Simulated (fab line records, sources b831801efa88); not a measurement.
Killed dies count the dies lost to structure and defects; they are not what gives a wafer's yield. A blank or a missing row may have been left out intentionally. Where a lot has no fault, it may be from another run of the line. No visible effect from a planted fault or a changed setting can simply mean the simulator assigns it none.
fab line records	flow sky130
record: lots: 6	wafers: 18	last_day: 50
route steps=708 shown VIA1@474 METAL2@483 PAD_OPEN@708
lots untouched by any fault: they come from a run of this same line in which no faults occurred
start_h: hours from the record's opening day to when the first of the lot's shown wafers began	wait_h: hours since the lot's step before	" repeats the value in the row above	L1.1+2: several wafers, shown together as one row	- no value present, or no start provided	* or withheld: withheld	< > ~ a bound
route shown NAME@n: a module of which the file shows steps, and the number in the route of the first	usual: average and standard deviation across the fault-free wafers	same: alike in all rows	chamber/n: place in a boat	sites: each site's reading	_std_site: their standard deviation	_edge_site: the outer-site mean with the inner-site mean subtracted	radius_mm: for every site, how far away it sits from the centre of the wafer	mask NAME#n: copy n	behind: tool/chamber where the wafer was last shaped	hold: why the lot went on hold/how many hours it stayed there/how the hold came to an end	device: names the non-switching transistor (n, p or np)	end of line: the tests these same wafers got at the end of their route	step lacking rows: just its recipe	killed: not the wafer's yield, but the dies lost to structure and defects at the first sort	map: a wafer's dies, marking killed ones x, the rest . and places with no die _
set.NAME: the setting the step ran with; set.NAME@STEP: the setting that earlier step ran with	model.NAME: the simulator's own value behind a step, which no gauge read
lots at selected steps of the route; one table per step, one row per wafer
services: from which hour (start_h, from the record's first day; less than 0 if before it) a tool's chamber was out of use, for how many hours, and why
== steps ==
step: SKY_VIA1_STRIP_16
recipe: chemistry: O2/N2	power_w: 1400	pressure_mtorr: 1500	platen_temp_c: withheld	o2_flow_sccm: 3000	n2_flow_sccm: 300	overash_fraction: 0.5
usual: drypump_motor_current_A: 6.0/0.46	oes_product_au: 0.415/0.0046	strip_time_to_endpoint_s: 4.450/0.019
lot.wafer	tool	chamber	start_h	wait_h	drypump_motor_current_A	oes_product_au	rf_hours_counter_h	strip_time_to_endpoint_s
L178.2	plasma_asher-01	1	795.78	0.0	6.0	0.410	99	4.460
L178.3	"	0	"	"	6.2	0.413	-	4.471
L178.5	"	1	"	"	6.0	0.416	-	4.469
L184.1	plasma_asher-04	1	852.48	0.0	6.2	0.421	69	4.461
L184.2	"	0	"	"	6.1	0.417	69	4.449
L184.6	"	1	"	"	6.3	0.418	-	4.454
L186.2	plasma_asher-01	1	862.18	0.0	5.9	0.418	106	4.436
L186.4	"	1	"	"	5.9	0.416	-	4.444
L186.6	"	1	"	"	5.9	0.416	-	4.452
L188.1	plasma_asher-02	0	878.12	0.0	6.4	0.418	14	4.438
L188.4	"	0	"	"	6.4	0.416	-	4.421
L188.5	"	1	"	"	5.1	0.419	-	4.454
L192.1	plasma_asher-02	0	906.17	0.0	6.4	0.409	17	4.447
L192.3	"	1	"	"	5.0	0.416	-	4.446
L192.6	"	0	"	"	6.4	0.417	-	4.435
L197.4	plasma_asher-04	0	950.42	0.0	6.1	0.427	-	4.474
L197.5	"	1	"	"	6.2	0.411	-	4.422
L197.6	"	0	"	"	6.1	0.418	-	4.459
step: SKY_VIA1_STRIP_17
recipe: chemistry: post_etch_residue_remover	time_s: 1200	temp_c: 72.5
step: SKY_VIA1_CLEAN_18
recipe: chemistry: IPA	time_s: 180	temp_c: 25
step: SKY_VIA1_CLEAN_19
recipe: chemistry: O3/DIW	dry: n2_spin
step: SKY_VIA1_SPUTTER_20
recipe: material: TiN	target_thk_nm: 20	chamber_pressure_pa: 5	power_w: 4000	time_s: 80
usual: throttle_valve_pct: 29.9/0.97
lot.wafer	tool	chamber	start_h	wait_h	throttle_valve_pct
L178.2	pvd_sputter-02	-	796.44	0.0	29.3
L178.3	"	-	"	"	28.7
L178.5	"	-	"	"	30.0
L184.1	pvd_sputter-03	-	853.08	0.0	30.3
L184.2	"	-	"	"	30.4
L184.6	"	-	"	"	30.8
L186.2	pvd_sputter-02	-	862.81	0.0	29.3
L186.4	"	-	"	"	28.9
L186.6	"	-	"	"	29.3
L188.1	pvd_sputter-03	-	878.74	0.0	30.7
L188.4	"	-	"	"	30.7
L188.5	"	-	"	"	30.4
L192.1	pvd_sputter-02	-	906.79	0.0	28.8
L192.3	"	-	"	"	29.7
L192.6	"	-	"	"	29.3
L197.4	pvd_sputter-04	-	951.49	0.0	30.3
L197.5	"	-	"	"	30.3
L197.6	"	-	"	"	30.5
step: SKY_VIA1_CVD_21
recipe: material: W	target_thk_nm: 270	time_s: 80.902	temp_c: 400	pressure_torr: 40
usual: heater_power_w: 833/78
lot.wafer	tool	chamber	start_h	wait_h	heater_power_w	since_wet_clean_h
L178.2	cvd_w-01	0	796.51	0.0	831	893
L178.3	"	0	"	"	845	-
L178.5	"	0	"	"	828	-
L184.1	cvd_w-02	1	853.14	0.0	908	449
L184.2	"	0	"	"	720	449
L184.6	"	0	"	"	723	-
L186.2	cvd_w-02	0	862.87	0.0	700	459
L186.4	"	1	"	"	863	-
L186.6	"	1	"	"	886	-
L188.1	cvd_w-01	1	878.80	0.0	963	975
L188.4	"	1	"	"	971	-
L188.5	"	1	"	"	939	-
L192.1	cvd_w-02	0	906.85	0.0	712	503
L192.3	"	1	"	"	886	-
L192.6	"	0	"	"	703	-
L197.4	cvd_w-01	1	951.58	0.1	845	-
L197.5	"	0	"	"	913	-
L197.6	"	1	"	"	884	-
step: SKY_VIA1_RS_MEAS_22
recipe: thk_meas_gauge: four-point-probe	reads: W_of_VIA1_CVD_21+TiN_of_VIA1_SPUTTER_20
usual: VIA1_W_RS: 0.432/0.0042
lot.wafer	tool	chamber	start_h	wait_h	VIA1_W_RS[ohm/sq]
L178.2	film_metro-04	-	796.62	0.1	0.423
L178.3	"	-	"	"	0.425
L178.5	"	-	"	"	0.423
L184.1	film_metro-02	-	853.23	0.1	0.434
L184.2	"	-	"	"	0.431
L184.6	"	-	"	"	0.434
L186.2	film_metro-02	-	862.99	0.1	0.434
L186.4	"	-	"	"	0.434
L186.6	"	-	"	"	0.436
L188.1	film_metro-04	-	878.89	0.1	0.431
L188.4	"	-	"	"	0.431
L188.5	"	-	"	"	0.431
L192.1	film_metro-04	-	906.94	0.1	0.432
L192.3	"	-	"	"	0.427
L192.6	"	-	"	"	0.435
L197.4	film_metro-03	-	951.70	0.1	0.434
L197.5	"	-	"	"	0.426
L197.6	"	-	"	"	0.430
step: SKY_VIA1_THK_MEAS_23
recipe: thk_meas_gauge: xrf	reads: W_of_VIA1_CVD_21
usual: VIA1_W_THK: 269/3.5
lot.wafer	tool	chamber	start_h	wait_h	VIA1_W_THK[nm]
L178.2	film_metro-04	-	796.73	0.1	274
L178.3	"	-	"	"	274
L178.5	"	-	"	"	274
L184.1	film_metro-02	-	853.35	0.1	267
L184.2	"	-	"	"	269
L184.6	"	-	"	"	268
L186.2	film_metro-02	-	863.10	0.1	269
L186.4	"	-	"	"	268
L186.6	"	-	"	"	266
L188.1	film_metro-04	-	879.01	0.1	270
L188.4	"	-	"	"	268
L188.5	"	-	"	"	269
L192.1	film_metro-04	-	907.06	0.1	271
L192.3	"	-	"	"	274
L192.6	"	-	"	"	270
L197.4	film_metro-03	-	951.79	0.1	267
L197.5	"	-	"	"	271
L197.6	"	-	"	"	269
step: SKY_VIA1_CMP_24
recipe: stop_on: SiO2	t_overpolish_s: 15	down_force_psi: 3.5	platen_rpm: 60	target_thk_nm: 0	pad_velocity_m_s: 0.94248
usual: edge_zone_pressure_frac: 1.000/0.0053	motor_current_A: 11.4/1.3	overpolish_run_s: 15.000/0.0097	platen_rpm: 60.00/0.034	time_to_endpoint_s: 65/3.1
lot.wafer	tool	chamber	start_h	wait_h	edge_zone_pressure_frac	motor_current_A	overpolish_run_s	platen_rpm	time_to_endpoint_s
L178.3	cmp-01	3	796.83	0.1	1.006	10.0	15.004	60.01	62
L178.2	"	1	"	"	0.997	11.2	15.006	60.06	64
L178.5	"	3	"	"	0.996	10.5	15.008	59.98	62
L184.1	cmp-02	3	853.65	0.3	1.000	12.2	15.000	59.98	62
L184.2	"	0	"	"	1.001	12.7	14.997	59.95	66
L184.6	"	1	"	"	0.999	9.1	15.001	59.99	69
L186.2	cmp-02	0	863.26	0.2	0.998	13.0	14.996	59.98	66
L186.4	"	1	"	"	0.999	9.8	14.987	59.98	65
L186.6	"	0	"	"	1.004	12.5	15.002	60.00	62
L188.1	cmp-01	0	879.17	0.1	0.990	14.1	15.005	59.98	61
L188.4	"	1	"	"	1.000	10.9	15.018	59.96	64
L188.5	"	2	"	"	1.006	10.3	15.009	60.01	65
L192.1	cmp-01	0	907.22	0.1	1.002	13.8	15.002	60.07	64
L192.3	"	1	"	"	1.013	11.3	15.012	60.04	64
L192.6	"	2	"	"	1.002	10.1	15.007	60.00	66
L197.4	cmp-01	1	951.82	0.0	0.995	11.2	14.998	60.00	62
L197.6	"	1	"	"	1.001	11.3	14.996	60.00	62
L197.5	"	2	"	"	0.997	10.0	15.013	60.03	68
step: SKY_METAL2_SPUTTER_00
recipe: material: Ti	target_thk_nm: 15	power_w: 3000	time_s: 10	chamber_pressure_pa: 0.4
step: SKY_METAL2_SPUTTER_01
recipe: material: TiN	target_thk_nm: 20	power_w: 6500	time_s: 16.7	chamber_pressure_pa: 0.4
usual: throttle_valve_pct: 29.9/0.63
lot.wafer	tool	chamber	start_h	wait_h	throttle_valve_pct
L178.2	pvd_sputter-01	-	797.10	0.0	29.7
L178.3	"	-	"	"	29.1
L178.5	"	-	"	"	29.0
L184.1	pvd_sputter-02	-	853.87	0.0	29.4
L184.2	"	-	"	"	28.8
L184.6	"	-	"	"	29.6
L186.2	pvd_sputter-01	-	863.58	0.0	28.7
L186.4	"	-	"	"	30.0
L186.6	"	-	"	"	30.2
L188.1	pvd_sputter-01	-	879.40	0.0	29.6
L188.4	"	-	"	"	30.1
L188.5	"	-	"	"	29.9
L192.1	pvd_sputter-03	-	907.45	0.0	30.9
L192.3	"	-	"	"	30.4
L192.6	"	-	"	"	29.8
L197.4	pvd_sputter-01	-	952.14	0.0	30.0
L197.5	"	-	"	"	29.2
L197.6	"	-	"	"	30.1
step: SKY_METAL2_SPUTTER_02
recipe: material: AlCu	target_thk_nm: 250	power_w: 10600	time_s: 13.3	chamber_pressure_pa: 0.4
step: SKY_METAL2_SPUTTER_03
recipe: material: Ti	target_thk_nm: 5	power_w: 3000	time_s: 3.3	chamber_pressure_pa: 0.4
usual: throttle_valve_pct: 29.9/0.63
lot.wafer	tool	chamber	start_h	wait_h	throttle_valve_pct	model.Ti_of_METAL2_SPUTTER_03.thk_nm
L178.2	pvd_sputter-01	-	797.15	0.0	29.9	4.821
L178.3	"	-	"	"	28.7	5.091
L178.5	"	-	"	"	28.8	5.091
L184.1	pvd_sputter-02	-	853.92	0.0	29.2	4.823
L184.2	"	-	"	"	28.7	4.893
L184.6	"	-	"	"	29.7	4.965
L186.2	pvd_sputter-01	-	863.63	0.0	29.0	3.038
L186.4	"	-	"	"	29.9	2.925
L186.6	"	-	"	"	30.0	2.837
L188.1	pvd_sputter-01	-	879.45	0.0	29.9	2.999
L188.4	"	-	"	"	30.0	2.908
L188.5	"	-	"	"	30.4	2.871
L192.1	pvd_sputter-03	-	907.50	0.0	30.5	4.882
L192.3	"	-	"	"	30.4	5.054
L192.6	"	-	"	"	30.0	5.072
L197.4	pvd_sputter-01	-	952.19	0.0	30.3	4.773
L197.5	"	-	"	"	28.9	4.96
L197.6	"	-	"	"	30.2	4.848
step: SKY_METAL2_SPUTTER_04
recipe: material: TiN	target_thk_nm: 70	power_w: 6500	time_s: 58.3	chamber_pressure_pa: 0.4
step: SKY_PAD_OPEN_PROBE_99
usual: defect_limited_yield: 82.5/1.7	killed_at_M0_to_M3: 43/6.7	killed_at_M4_up: 3.2/1.8	killed_at_contacts: 24/4.8	killed_at_front_end: 16/4.2	killed_at_other: 0.3/0.56	killed_dies: 86/8.5	killed_open: 47/6.7	killed_short: 39/6	sort_bin_3_pad_short: 0.9/0.45	sort_bin_5_function: 10.3/1.6	sort_bin_6_memory: 6.3/1	sort_n_pass: 406/8.5	sort_yield_pct: 82.5/1.7
same: gross_dies: 492	killed_at_back_side: 0	sort_bin_4_leakage[%]: 0	sort_bin_8_speed[%]: 0
lot.wafer	tool	chamber	start_h	wait_h	defect_limited_yield[%]	killed_at_M0_to_M3	killed_at_M4_up	killed_at_contacts	killed_at_front_end	killed_at_other	killed_dies	killed_open	killed_short	sort_bin_3_pad_short[%]	sort_bin_5_function[%]	sort_bin_6_memory[%]	sort_n_pass	sort_yield_pct[%]
L178.2	prober-02	-	1075.82	0.1	85.2	43	0	14	14	2	73	47	26	0.6	8.7	5.5	419	85.2
L178.3	prober-02	-	1075.87	0.2	82.7	42	2	21	19	1	85	48	37	0.6	12.2	4.5	407	82.7
L178.5	prober-02	-	1075.97	0.2	82.7	36	4	19	26	0	85	47	38	1.6	11.0	4.7	407	82.7
L184.1	prober-02	-	1120.90	0.1	80.7	45	5	26	19	0	95	49	46	0.8	12.4	6.1	397	80.7
L184.2	prober-02	-	1120.95	0.1	83.3	45	2	21	14	0	82	46	36	1.0	7.1	8.5	410	83.3
L184.6	prober-02	-	1121.15	0.2	83.5	43	2	22	14	0	81	48	33	0.6	9.3	6.5	411	83.5
L186.2	prober-02	-	1127.85	0.1	81.1	50	5	25	13	0	93	51	42	0.6	10.4	7.9	399	81.1
L186.4	prober-02	-	1127.95	0.2	84.3	40	3	24	9	1	77	44	33	0.4	10.4	4.9	415	84.3
L186.6	prober-02	-	1128.05	0.2	81.7	51	2	29	8	0	90	59	30	0.2	11.8	6.3	402	81.7
L188.1	prober-02	-	1138.45	0.1	81.1	38	4	33	18	0	93	56	36	1.0	11.0	6.9	399	81.1
L188.4	prober-02	-	1138.60	0.2	80.3	49	3	24	19	2	97	51	44	1.0	11.8	6.9	395	80.3
L188.5	prober-02	-	1138.65	0.2	80.7	41	3	36	15	0	95	60	35	1.6	11.2	6.5	397	80.7
L192.1	prober-02	-	1160.51	0.1	79.5	46	6	24	25	0	101	50	51	0.6	14.6	5.3	391	79.5
L192.3	prober-02	-	1160.61	0.2	80.7	56	2	17	20	0	95	54	41	1.4	10.2	7.7	397	80.7
L192.6	prober-02	-	1160.76	0.2	80.1	54	3	24	17	0	98	48	50	1.0	12.4	6.5	394	80.1
L197.4	prober-01	-	1191.06	0.2	80.5	58	4	22	12	0	96	56	40	1.0	11.4	7.1	396	80.5
L197.5	prober-01	-	1191.11	0.2	83.7	44	3	20	13	0	80	42	38	0.2	10.8	5.3	412	83.7
L197.6	prober-01	-	1191.16	0.2	80.9	43	2	24	25	0	94	51	42	1.2	12.6	5.3	398	80.9
killed by level:class
L178.2 VIA1:geometric_particle:open=11 VIA2:geometric_particle:open=8 METAL2:geometric_particle:short=8 FIELD_ISO:geometric_particle:open=6 CONTACT:geometric_particle:open=5 VIA1:geometric_particle:short=4 VIA3:geometric_particle:open=4 METAL1:geometric_particle:short=3
L178.3 VIA1:geometric_particle:open=10 CONTACT:geometric_particle:open=8 LI_CONTACT:geometric_particle:open=6 VIA1:geometric_particle:short=6 VIA3:geometric_particle:open=6 METAL2:geometric_particle:short=5 CONTACT:geometric_particle:short=5 VIA2:geometric_particle:open=5
L178.5 VIA1:geometric_particle:open=14 FIELD_ISO:geometric_particle:short=7 CONTACT:geometric_particle:open=7 VIA3:geometric_particle:open=6 LI_CONTACT:geometric_particle:open=5 FIELD_ISO:geometric_particle:open=4 POLY_GATE:geometric_particle:open=4 POLY_GATE:geometric_particle:short=4
L184.1 VIA1:geometric_particle:open=14 CONTACT:geometric_particle:open=8 LOCAL_INTERCONNECT:geometric_particle:short=7 SPACER:geometric_particle:short=6 LI_CONTACT:geometric_particle:open=6 VIA3:geometric_particle:open=6 FIELD_ISO:geometric_particle:open=5 POLY_GATE:geometric_particle:short=5
L184.2 VIA2:geometric_particle:open=12 VIA1:geometric_particle:open=10 CONTACT:geometric_particle:open=6 VIA3:geometric_particle:open=6 LI_CONTACT:geometric_particle:open=5 METAL1:geometric_particle:short=5 METAL3:geometric_particle:short=5 POLY_GATE:geometric_particle:short=4
L184.6 LI_CONTACT:geometric_particle:open=10 VIA1:geometric_particle:open=9 METAL2:geometric_particle:short=8 VIA3:geometric_particle:open=7 VIA2:geometric_particle:open=6 VIA1:geometric_particle:short=5 POLY_GATE:geometric_particle:open=5 METAL1:geometric_particle:short=5
L186.2 CONTACT:geometric_particle:open=11 VIA1:geometric_particle:open=10 METAL1:geometric_particle:short=7 METAL2:geometric_particle:short=7 VIA3:geometric_particle:open=7 FIELD_ISO:geometric_particle:open=5 LOCAL_INTERCONNECT:geometric_particle:short=5 VIA2:geometric_particle:open=5
L186.4 LI_CONTACT:geometric_particle:open=9 VIA1:geometric_particle:open=8 VIA3:geometric_particle:open=7 LOCAL_INTERCONNECT:geometric_particle:short=5 CONTACT:geometric_particle:open=5 VIA2:geometric_particle:open=5 VIA1:geometric_particle:short=5 POLY_GATE:geometric_particle:short=3
L186.6 VIA1:geometric_particle:open=12 CONTACT:geometric_particle:open=11 LI_CONTACT:geometric_particle:open=11 VIA2:geometric_particle:open=10 VIA3:geometric_particle:open=7 VIA1:geometric_particle:short=4 METAL2:geometric_particle:short=4 METAL3:geometric_particle:short=4
L188.1 CONTACT:geometric_particle:open=16 LI_CONTACT:geometric_particle:open=9 VIA2:geometric_particle:open=8 POLY_GATE:geometric_particle:short=5 VIA1:geometric_particle:open=5 METAL1:geometric_particle:short=5 METAL2:geometric_particle:short=5 VIA3:geometric_particle:open=5
L188.4 VIA1:geometric_particle:open=15 METAL1:geometric_particle:short=10 CONTACT:geometric_particle:open=8 METAL2:geometric_particle:short=7 VIA2:geometric_particle:open=6 LI_CONTACT:geometric_particle:open=5 POLY_GATE:geometric_particle:short=5 FIELD_ISO:geometric_particle:open=4
L188.5 CONTACT:geometric_particle:open=15 LI_CONTACT:geometric_particle:open=11 VIA1:geometric_particle:open=8 POLY_GATE:geometric_particle:open=7 CONTACT:geometric_particle:short=7 METAL2:geometric_particle:short=7 VIA3:geometric_particle:open=7 METAL2:geometric_particle:open=4
L192.1 METAL2:geometric_particle:short=10 LI_CONTACT:geometric_particle:open=7 VIA3:geometric_particle:open=7 POLY_GATE:geometric_particle:open=6 METAL1:geometric_particle:short=6 FIELD_ISO:geometric_particle:short=5 FIELD_ISO:geometric_particle:open=5 VIA1:geometric_particle:short=5
L192.3 VIA1:geometric_particle:open=16 VIA3:geometric_particle:open=8 CONTACT:geometric_particle:short=7 VIA2:geometric_particle:open=7 LI_CONTACT:geometric_particle:open=6 VIA1:geometric_particle:short=6 METAL2:geometric_particle:short=5 FIELD_ISO:geometric_particle:open=4
L192.6 VIA1:geometric_particle:open=10 METAL2:geometric_particle:short=10 LI_CONTACT:geometric_particle:open=8 CONTACT:geometric_particle:open=8 METAL1:geometric_particle:short=8 VIA2:geometric_particle:open=6 VIA1:geometric_particle:short=5 FIELD_ISO:geometric_particle:short=4
L197.4 VIA1:geometric_particle:open=14 VIA2:geometric_particle:open=12 VIA1:geometric_particle:short=10 LI_CONTACT:geometric_particle:open=7 VIA3:geometric_particle:open=6 POLY_GATE:geometric_particle:short=5 LOCAL_INTERCONNECT:geometric_particle:short=5 CONTACT:geometric_particle:open=5
L197.5 VIA1:geometric_particle:open=12 CONTACT:geometric_particle:open=8 VIA2:geometric_particle:open=7 FIELD_ISO:geometric_particle:open=5 METAL2:geometric_particle:short=5 VIA2:geometric_particle:short=5 LI_CONTACT:geometric_particle:open=4 FIELD_ISO:geometric_particle:short=3
L197.6 VIA1:geometric_particle:open=12 FIELD_ISO:geometric_particle:short=7 POLY_GATE:geometric_particle:open=7 POLY_GATE:geometric_particle:short=7 VIA3:geometric_particle:open=7 VIA2:geometric_particle:open=6 LOCAL_INTERCONNECT:geometric_particle:short=6 VIA1:geometric_particle:short=6
== services ==
tool	chamber	start_h	hours	kind
plasma_asher-04	-	775.66	28.1	pm
pvd_sputter-01	2	782.98	-	consumable_replace:kit
pvd_sputter-01	2	782.98	18.0	scheduled_down
pvd_sputter-01	2	782.98	18.0	vent_cycle
plasma_asher-04	-	803.76	15.6	pm
cmp-01	-	823.07	0.5	repair
plasma_asher-02	-	841.07	5.9	repair
cmp-01	-	844.49	27.0	pm
pvd_sputter-02	0	872.55	-	consumable_replace:kit
pvd_sputter-02	0	872.55	18.0	scheduled_down
cmp-01	-	886.47	2.1	repair
cmp-01	-	888.48	1.5	repair
cmp-01	-	892.21	6.4	pm
cmp-02	-	900.00	1.4	repair
cvd_w-01	-	904.00	14.0	pm
pvd_sputter-01	1	911.75	-	consumable_replace:kit
pvd_sputter-01	1	911.75	18.0	scheduled_down
pvd_sputter-01	1	911.75	18.0	vent_cycle
cmp-02	-	912.33	4.0	pm
cvd_w-01	1	934.90	8.1	repair
cmp-01	-	935.90	1.7	repair
cmp-02	-	940.13	5.8	pm
pvd_sputter-02	-	940.40	1.9	repair
plasma_asher-02	-	946.07	0.6	repair
== key ==
first_sign none at tools or gauges
model_effect: step: SKY_METAL2_SPUTTER_03	value: Ti_of_METAL2_SPUTTER_03.thk_nm	without: 4.864	struck: 2.93
met_at SKY_METAL2_SPUTTER_03
struck_wafers L186.2,L186.4,L186.6,L188.1,L188.4,L188.5
onset_between 797.15 863.63
fault: kind: process_parameter_drift	tool: pvd_sputter-01	chamber: -	onset_h: 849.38	steps: SKY_METAL2_SPUTTER_03	channel: target_thk_nm	offset: -1.9346	shape: step	end_h: 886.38	acts_in: these_recipes_only	stated: 5
